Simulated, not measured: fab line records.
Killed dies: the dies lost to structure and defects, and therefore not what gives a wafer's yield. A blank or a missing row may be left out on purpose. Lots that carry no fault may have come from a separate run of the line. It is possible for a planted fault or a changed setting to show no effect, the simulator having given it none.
Chamber matching / flow sfq-line / SFQ_TRILAYER_C5_BARC_OPEN_VIA_ETCH_210 on rie-diel-01: 4 sister chambers
The step etches BARC in O2, target depth 125 nm, time 41.7 s. 4 wafers are shown with their chamber, then 8 later ones without.

WAFERS WITH THEIR CHAMBER
wafer=L087.1; chamber=0; oes-product-au (a.u.)=0.675
wafer=L087.2; chamber=2; oes-product-au (a.u.)=0.685
wafer=L087.3; chamber=1; oes-product-au (a.u.)=0.690
wafer=L087.4; chamber=3; oes-product-au (a.u.)=0.688

WAFERS MISSING THEIR CHAMBER
wafer=L087.5; oes-product-au (a.u.)=0.690
wafer=L087.6; oes-product-au (a.u.)=0.682
wafer=L089.1; oes-product-au (a.u.)=0.691
wafer=L089.2; oes-product-au (a.u.)=0.682
wafer=L089.3; oes-product-au (a.u.)=0.687
wafer=L089.4; oes-product-au (a.u.)=0.685
wafer=L089.5; oes-product-au (a.u.)=0.683
wafer=L089.6; oes-product-au (a.u.)=0.675

THE CHAMBER EACH PASSED THROUGH
wafer=L087.5; from the rows above=can't be placed: 1 or 3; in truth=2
wafer=L087.6; from the rows above=can't be placed: 2 or 3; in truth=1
wafer=L089.1; from the rows above=can't be placed: 1 or 3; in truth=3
wafer=L089.2; from the rows above=can't be placed: 2 or 3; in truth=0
wafer=L089.3; from the rows above=can't be placed: 3 or 2 or 1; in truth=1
wafer=L089.4; from the rows above=can't be placed: 2 or 3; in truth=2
wafer=L089.5; from the rows above=can't be placed: 2 or 3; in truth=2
wafer=L089.6; from the rows above=0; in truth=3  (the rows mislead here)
Correct placement for 0 of the 8. These rows do not allow placing 7 (true chamber among the candidates in 4). Placed wrongly: 1.
How it was worked out, from the rows above alone: a wafer's distance from a chamber is the root of the sum, over the readings, of the square of ((its reading less the chamber's mean) divided by the reading's scatter). If the next closest chamber is less than 2 further off than the closest, the wafer can't be placed; otherwise it belongs to the closest. A chamber's mean is the mean of its shown wafers. The scatter (one wafer shown for each chamber): square how far every hidden wafer sits from the nearest shown wafer, average those squares and take the square root.
